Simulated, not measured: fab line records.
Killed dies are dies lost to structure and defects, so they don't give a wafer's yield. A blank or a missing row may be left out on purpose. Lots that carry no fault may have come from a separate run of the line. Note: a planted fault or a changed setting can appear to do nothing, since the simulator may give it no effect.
Which tool is to blame?    flow gf180mcu    45 wafers from 15 lots sampled at 4 of the route's 602 steps

== WHAT THE GAUGES READ, wafer by wafer ==
GF_V1_BOW_MEAS_05. Usual: V1_BOW typically reads 83 um, with standard deviation 8.1.
lot   measured      on             V1_BOW (um)  flag
L775  day 17 20:47  film_metro-03  94 95 81     
L776  day 18 01:51  film_metro-04  84 68 83     
L778  day 19 08:04  film_metro-03  82 83 93     
L779  day 19 20:13  film_metro-04  81 74 77     
L782  day 20 17:38  film_metro-04  88 84 76     
L789  day 23 06:50  film_metro-03  93 97 100    
L792  day 24 06:34  film_metro-04  75 75 72     
L793  day 24 12:41  film_metro-02  81 85 83     
L794  day 25 01:16  film_metro-02  82 82 77     
L795  day 25 06:20  film_metro-02  95 84 85     
L796  day 26 01:45  film_metro-04  93 77 82     
L797  day 26 03:22  film_metro-02  74 77 76     

GF_V1_RS_MEAS_24: measurement is done with a four-point probe. Usual: V1_W_RS typically reads 0.324 ohm/sq, with standard deviation 0.0036.
lot   measured      on             V1_W_RS (ohm/sq)   flag
L775  day 18 21:47  film_metro-03  0.327 0.325 0.328  
L776  day 19 03:09  film_metro-02  0.320 0.323 0.323  
L778  day 20 10:07  film_metro-03  0.317 0.322 0.324  
L779  day 20 21:59  film_metro-02  0.329 0.325 0.321  
L782  day 21 19:42  film_metro-03  0.323 0.330 0.330  
L789  day 24 06:25  film_metro-03  0.323 0.328 0.321  
L792  day 25 06:05  film_metro-02  0.322 0.328 0.321  
L793  day 25 11:25  film_metro-02  0.320 0.321 0.319  
L794  day 25 23:17  film_metro-04  0.332 0.325 0.332  
L795  day 26 04:43  film_metro-02  0.326 0.326 0.327  
L796  day 26 23:56  film_metro-04  0.322 0.319 0.323  
L797  day 27 01:34  film_metro-03  0.323 0.326 0.320  

== EACH LOT AND THE TOOL THAT RAN IT (in order: tool; ch and the chambers of the sampled wafers; start) ==
lot   GF_HV_LDD_EXPOSE_28                  GF_CONTACT_ETCH_16
L775  iline_stepper-02 ch 0, day 11 15:44  rie_diel-01 ch 0,1, day 16 18:55
L776  iline_stepper-01 ch 0, day 11 22:28  rie_diel-01 ch 0,1,3, day 17 00:09
L778  iline_stepper-02 ch 0, day 12 21:28  rie_diel-04 ch 0,1,3, day 18 06:04
L779  iline_stepper-02 ch 0, day 13 06:15  rie_diel-02 ch 0,3, day 18 17:23
L782  iline_stepper-02 ch 0, day 13 22:59  rie_diel-02 ch 1,2,3, day 19 14:27
L781  iline_stepper-02, day 13 23:24       -
L783  iline_stepper-02, day 14 10:41       -
L784  iline_stepper-02, day 14 23:58       -
L789  iline_stepper-02 ch 0, day 16 09:40  rie_diel-01 ch 0,1,2, day 22 04:31
L792  iline_stepper-02 ch 0, day 17 10:58  rie_diel-01 ch 0,1,3, day 23 05:51
L793  iline_stepper-02 ch 0, day 17 19:47  rie_diel-01 ch 0,2,3, day 23 13:10
L794  iline_stepper-01 ch 0, day 18 02:37  rie_diel-01 ch 1,2,3, day 23 21:02
L795  iline_stepper-02 ch 0, day 18 10:58  rie_diel-02 ch 1,2, day 24 03:24
L796  iline_stepper-02 ch 0, day 18 18:26  rie_diel-04 ch 1,2,3, day 25 01:39
L797  iline_stepper-02 ch 0, day 19 05:43  rie_diel-04 ch 0,1,2, day 25 02:21
- GF_HV_LDD_EXPOSE_28: exposes mask Nplus HV AREA, target cd 400 nm.
- GF_CONTACT_ETCH_16: etches BARC in N2/H2.

== WHAT THE TOOLS THEMSELVES READ (means of the sampled wafers that have a number; where no wafer has one, the mark that the record gives instead) ==
GF_HV_LDD_EXPOSE_28. Usual: exposure_dose_mJ_cm2 139.95, standard deviation 0.14; focus_offset_nm 0.0 nm, standard deviation 0.52; stage_vel_mm_s 499.91 mm/s, standard deviation 0.25.
lot   tool              exposure_dose_mJ_cm2  focus_offset_nm (nm)  stage_vel_mm_s (mm/s)  flag
L775  iline_stepper-02  139.88                -0.6                  499.86                 
L776  iline_stepper-01  139.88                0.5                   500.02                 
L778  iline_stepper-02  139.98                -0.5                  499.82                 
L779  iline_stepper-02  140.01                -0.7                  499.73                 
L782  iline_stepper-02  140.14                0.2                   499.98                 
L781  iline_stepper-02  -                     -                     -                      OFF
L783  iline_stepper-02  -                     -                     -                      OFF
L784  iline_stepper-02  -                     -                     -                      OFF
L789  iline_stepper-02  139.99                -0.1                  500.05                 
L792  iline_stepper-02  139.97                0.2                   499.83                 
L793  iline_stepper-02  140.06                -0.6                  499.86                 
L794  iline_stepper-01  139.84                0.5                   500.07                 
L795  iline_stepper-02  139.90                -0.1                  499.98                 
L796  iline_stepper-02  139.87                0.3                   499.81                 
L797  iline_stepper-02  139.88                0.4                   499.81                 

GF_CONTACT_ETCH_16. Usual: drypump_motor_current_A 5.7 A, standard deviation 0.48; oes_product_au 0.854 a.u., standard deviation 0.0045; throttle_valve_pct 13.225 %, standard deviation 0.0086.
lot   tool         drypump_motor_current_A (A)  oes_product_au (a.u.)  throttle_valve_pct (%)  flag
L775  rie_diel-01  5.7                          0.853                  13.232                  
L776  rie_diel-01  5.8                          0.854                  13.227                  
L778  rie_diel-04  5.6                          0.854                  13.222                  
L779  rie_diel-02  5.6                          0.853                  13.222                  
L782  rie_diel-02  5.2                          0.851                  13.223                  
L789  rie_diel-01  5.7                          0.856                  13.226                  
L792  rie_diel-01  5.8                          0.854                  13.220                  
L793  rie_diel-01  5.7                          0.852                  13.231                  
L794  rie_diel-01  5.8                          0.857                  13.225                  
L795  rie_diel-02  5.1                          0.856                  13.226                  
L796  rie_diel-04  6.1                          0.851                  13.218                  
L797  rie_diel-04  5.8                          0.855                  13.226                  

== THE ANSWER, worked out from the rows above alone ==
Rule: take the mean of a lot's wafers that have a number; if it is more than 3 standard deviations from the usual mean, the lot is off. Also off: a lot with no number at a reading for which 4 or more lots have one. The other lots that the step has rows for count as sound. First the gauges in route order, then the tools' own readings, where a lot's mean is used as printed above. At the first step where some lot is off, the reading lying furthest off is the one used; lots without a number count as furthest.
Off, at GF_HV_LDD_EXPOSE_28 on exposure_dose_mJ_cm2: L781, L783, L784. Without a number there: L781, L783, L784.
A tool fits if, at that step or a process step before it, it ran every lot that is off, and no sound lot after the first of them. Not one of the candidates tried fits.

== WHAT WAS PUT IN BY THE SIMULATOR ==
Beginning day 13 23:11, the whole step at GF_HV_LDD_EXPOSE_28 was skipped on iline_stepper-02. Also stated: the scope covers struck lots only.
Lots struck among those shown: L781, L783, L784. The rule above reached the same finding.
